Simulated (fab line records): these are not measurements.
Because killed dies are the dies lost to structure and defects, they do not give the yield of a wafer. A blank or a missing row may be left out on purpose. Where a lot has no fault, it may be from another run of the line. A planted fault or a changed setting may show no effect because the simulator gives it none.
The tool behind it: which one? / flow sfq-line / 14 lots (42 wafers sampled), 1 step of a 325-step route

WHAT EACH GAUGE READ, for each wafer
SFQ_M1_OVL_MEAS_911. Usual: for M1_OVL the level is 1 nm and the standard deviation is 5.2.
lot=L869; measured=day 12 19:16; on=overlay-01; M1_OVL (nm)=1 7 3; flag=
lot=L871; measured=day 13 06:49; on=overlay-01; M1_OVL (nm)=1 3 6; flag=
lot=L873; measured=day 14 02:02; on=overlay-02; M1_OVL (nm)=3 -5 -5; flag=
lot=L874; measured=day 14 10:25; on=overlay-01; M1_OVL (nm)=6 3 3; flag=
lot=L875; measured=day 14 21:13; on=overlay-01; M1_OVL (nm)=-4 -1 2; flag=
lot=L876; measured=day 15 05:38; on=overlay-01; M1_OVL (nm)=9 7 4; flag=
lot=L880; measured=day 16 05:37; on=overlay-01; M1_OVL (nm)=-5 -9 9; flag=
lot=L882; measured=day 17 06:02; on=overlay-01; M1_OVL (nm)=-1 1 2; flag=
lot=L883; measured=day 17 07:14; on=overlay-01; M1_OVL (nm)=-11 -6 -7; flag=
lot=L885; measured=day 17 19:16; on=overlay-01; M1_OVL (nm)=3 4 1; flag=
lot=L888; measured=day 19 01:22; on=overlay-02; M1_OVL (nm)=0 2 3; flag=
lot=L889; measured=day 19 16:44; on=overlay-01; M1_OVL (nm)=-1 9 11; flag=
lot=L890; measured=day 19 19:08; on=overlay-01; M1_OVL (nm)=3 3 -3; flag=
lot=L891; measured=day 19 22:44; on=overlay-02; M1_OVL (nm)=3 3 6; flag=

WHICH TOOL RAN EACH LOT (tool, then ch and the chambers of the sampled wafers, then the start)
There is no process step in the record ahead of these readings.

AS READ BY THE TOOLS THEMSELVES (means over the sampled wafers that have a number; for cases with no such wafer, the mark the record gives instead)
The record holds no such reading with a usual standard deviation.

THE ANSWER, worked out from the rows above alone
Rule: take the mean of a lot's wafers that have a number; if it is more than 3 standard deviations from the usual mean, the lot is off. A lot without any number at a reading at which 4 lots or more have one is off too. The other lots that the step has rows for count as sound. After the gauges, taken in route order, come the tools' own readings; for these a lot's mean is taken, as printed above. At the first step where some lot is off, the reading lying furthest off is the one used; lots without a number count as furthest.
None of the lots is off at any reading shown; this tells nothing.

WHAT THE SIMULATOR HAD PUT IN
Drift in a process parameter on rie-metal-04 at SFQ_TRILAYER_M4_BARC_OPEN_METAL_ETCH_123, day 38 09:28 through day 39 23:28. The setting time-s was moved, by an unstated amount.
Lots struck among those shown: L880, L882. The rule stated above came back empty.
